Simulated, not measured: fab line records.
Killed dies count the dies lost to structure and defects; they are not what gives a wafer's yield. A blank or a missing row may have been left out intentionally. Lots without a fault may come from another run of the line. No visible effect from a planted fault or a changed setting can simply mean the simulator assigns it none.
The tool behind it: which one? ; flow sfqLine ; 6 lots with 18 wafers sampled at 2 steps, on a route of 325 steps

== WHAT THE GAUGES SHOWED, per wafer ==
SFQ_I4_BOW_MEAS_927.
lot;measured;on;I4_BOW (um)
L123;day 49 07:52;filmMetro-03;1 -2 -1
L128;day 50 05:49;filmMetro-03;2 0 10
L134;day 51 14:51;filmMetro-03;5 14 22 - - -
L139;day 53 03:53;filmMetro-02;9 4 22
L142;day 53 16:36;filmMetro-03;-12 -10 -3
L144;day 55 22:57;filmMetro-02;2 -9 -21

== WHAT TOOL EACH LOT RAN ON (gives the tool, then ch and the chambers of the sampled wafers, and finally the start) ==
lot;SFQ_TRILAYER_I4_CMP_CMP_100
L123;cmp-02 ch 0,1,3, day 49 04:50
L128;cmp-02 ch 0,1,2, day 50 03:49
L134;cmp-02 ch 0,2,3, day 51 11:49
L139;cmp-01 ch 0,3, day 53 01:23
L142;cmp-01 ch 0,2,3, day 53 13:35
L144;cmp-01 ch 2,3, day 55 20:25
- SFQ_TRILAYER_I4_CMP_CMP_100: polishes SiO2.

== THE ANSWER, worked out from the rows above alone ==
Rule: what is usual is taken from the lots themselves. The widest of any qualifying gaps counts: lots, ordered by their means at a reading, are off when they make up no more than a third of the lots, leave a main group of 4 or more, and stand apart from it by 3 or more times the standard deviation of that group's means. The tables above print the reading to a certain number of digits; a main group whose means all agree to those digits is not used. Also off: a lot with no number at a reading for which 4 or more lots have one. Any other lot the step has rows for is counted as sound.
No lot is off on any of the readings shown, so nothing can be concluded from this.

== WHAT THE SIMULATOR PUT IN ==
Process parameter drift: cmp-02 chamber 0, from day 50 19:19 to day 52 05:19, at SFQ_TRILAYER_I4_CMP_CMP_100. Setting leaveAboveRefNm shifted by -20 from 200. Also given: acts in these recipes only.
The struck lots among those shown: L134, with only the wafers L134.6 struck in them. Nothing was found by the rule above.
